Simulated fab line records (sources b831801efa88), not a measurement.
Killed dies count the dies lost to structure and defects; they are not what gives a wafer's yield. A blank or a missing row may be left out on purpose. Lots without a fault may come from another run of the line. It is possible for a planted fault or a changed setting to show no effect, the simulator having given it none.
Which tool was responsible? -- flow gf180mcu -- 14 lots, 42 wafers sampled, at 4 steps of a route of 602

== WHAT EACH GAUGE READ, for each wafer ==
GF_TOP_METAL_THK_MEAS_06: measures by xrf.
lot,measured,on,TOP_METAL_ALCU_THK (nm)
L579,day 27 12:20,filmMetro-03,879 871 882
L580,day 27 17:14,filmMetro-03,901 896 896
L582,day 28 15:47,filmMetro-02,871 863 885
L583,day 28 16:52,filmMetro-03,862 895 883
L584,day 29 10:08,filmMetro-03,877 874 889
L585,day 29 13:25,filmMetro-04,873 892 886
L586,day 29 17:44,filmMetro-02,864 873 870
L587,day 29 20:14,filmMetro-02,876 883 882
L588,day 30 10:11,filmMetro-02,851 867 875
L589,day 30 13:59,filmMetro-02,844 863 863
L594,day 31 20:50,filmMetro-03,873 876 881
L595,day 32 03:44,filmMetro-03,898 888 883
L601,day 33 15:01,filmMetro-03,861 879 864
L602,day 33 18:35,filmMetro-03,891 876 884

GF_PASSIVATION_THK_MEAS_01.
lot,measured,on,PASSIVATION_CVD_00_THK (nm)
L579,day 28 08:46,filmMetro-01,967 1005 993
L580,day 28 14:26,filmMetro-03,981 973 963
L582,day 29 12:00,filmMetro-01,967 979 971
L583,day 29 13:58,filmMetro-03,995 981 1006
L584,day 30 05:29,filmMetro-01,992 975 985
L585,day 30 09:13,filmMetro-02,982 1012 998
L586,day 30 12:26,filmMetro-02,962 955 1012
L587,day 30 15:50,filmMetro-03,974 976 974
L588,day 31 04:32,filmMetro-02,956 972 1007
L589,day 31 09:01,filmMetro-03,999 1010 1001
L594,day 32 14:46,filmMetro-01,975 996 976
L595,day 32 20:54,filmMetro-03,1019 996 1010
L601,day 34 06:45,filmMetro-02,995 979 1011
L602,day 34 10:22,filmMetro-03,1007 1015 1038

== EACH LOT AND THE TOOL THAT RAN IT (in order: tool; ch and the chambers of the sampled wafers; start) ==
lot,GF_SALICIDE_CLEAN_00,GF_V5_SPUTTER_21
L579,"wetBench-02 ch 2, day 15 06:05","pvdSputter-04, day 27 10:47"
L580,"wetBench-01 ch 3, day 15 16:17","pvdSputter-01, day 27 16:13"
L582,"wetBench-01 ch 3, day 16 12:22","pvdSputter-04, day 28 14:46"
L583,"wetBench-02 ch 3, day 16 17:51","pvdSputter-02, day 28 15:49"
L584,"wetBench-04 ch 2, day 17 10:08","pvdSputter-01, day 29 09:07"
L585,"wetBench-04 ch 0, day 17 15:07","pvdSputter-02, day 29 12:23"
L586,"wetBench-02 ch 2, day 17 20:55","pvdSputter-04, day 29 16:42"
L587,"wetBench-04 ch 0, day 18 02:50","pvdSputter-01, day 29 18:46"
L588,"wetBench-01 ch 3, day 18 17:44","pvdSputter-01, day 30 09:08"
L589,"wetBench-02 ch 2, day 18 21:58","pvdSputter-04, day 30 12:56"
L594,"wetBench-01 ch 2, day 20 17:49","pvdSputter-02, day 31 19:41"
L595,"wetBench-01 ch 2, day 21 01:41","pvdSputter-02, day 32 02:41"
L601,"wetBench-02 ch 3, day 23 02:55","pvdSputter-02, day 33 13:59"
L602,"wetBench-02 ch 2, day 23 11:09","pvdSputter-01, day 33 17:32"
- GF_SALICIDE_CLEAN_00: cleans in SC1/SC2, time 150 s.
- GF_V5_SPUTTER_21: material Ti, target thk 15 nm, time 80.02 s.

== WHAT THE TOOLS THEMSELVES READ (means of the sampled wafers that have a number; where no wafer has one, the mark that the record gives instead) ==
GF_SALICIDE_CLEAN_00.
lot,tool,tempC (C)
L579,wetBench-02,70.13
L580,wetBench-01,69.95
L582,wetBench-01,69.91
L583,wetBench-02,69.93
L584,wetBench-04,70.02
L585,wetBench-04,70.07
L586,wetBench-02,69.87
L587,wetBench-04,69.99
L588,wetBench-01,70.05
L589,wetBench-02,70.07
L594,wetBench-01,69.92
L595,wetBench-01,70.06
L601,wetBench-02,70.06
L602,wetBench-02,69.90

GF_V5_SPUTTER_21.
lot,tool,throttleValvePct (%)
L579,pvdSputter-04,29.9
L580,pvdSputter-01,29.9
L582,pvdSputter-04,29.5
L583,pvdSputter-02,31.4
L584,pvdSputter-01,29.9
L585,pvdSputter-02,30.7
L586,pvdSputter-04,29.4
L587,pvdSputter-01,29.9
L588,pvdSputter-01,30.1
L589,pvdSputter-04,29.6
L594,pvdSputter-02,29.9
L595,pvdSputter-02,30.6
L601,pvdSputter-02,29.6
L602,pvdSputter-01,29.8

== THE ANSWER, worked out from the rows above alone ==
Rule: the lots themselves supply what counts as usual. The widest of any qualifying gaps counts: lots, ordered by their means at a reading, are off when they make up no more than a third of the lots, leave a main group of 4 or more, and stand apart from it by 3 or more times the standard deviation of that group's means. The tables above print the reading to a certain number of digits; a main group whose means all agree to those digits is not used. Also off: a lot with no number at a reading for which 4 or more lots have one. Where the step has rows for the other lots, those lots are counted as sound. Order of review: gauges by route order, followed by the tools' own readings, for which a lot's mean as printed above is used. At the first step where some lot is off, the reading lying furthest off is the one used; lots without a number count as furthest.
Across all readings shown, no lot is off: no conclusion can be drawn from this.

== WHAT THE SIMULATOR HAD INSERTED ==
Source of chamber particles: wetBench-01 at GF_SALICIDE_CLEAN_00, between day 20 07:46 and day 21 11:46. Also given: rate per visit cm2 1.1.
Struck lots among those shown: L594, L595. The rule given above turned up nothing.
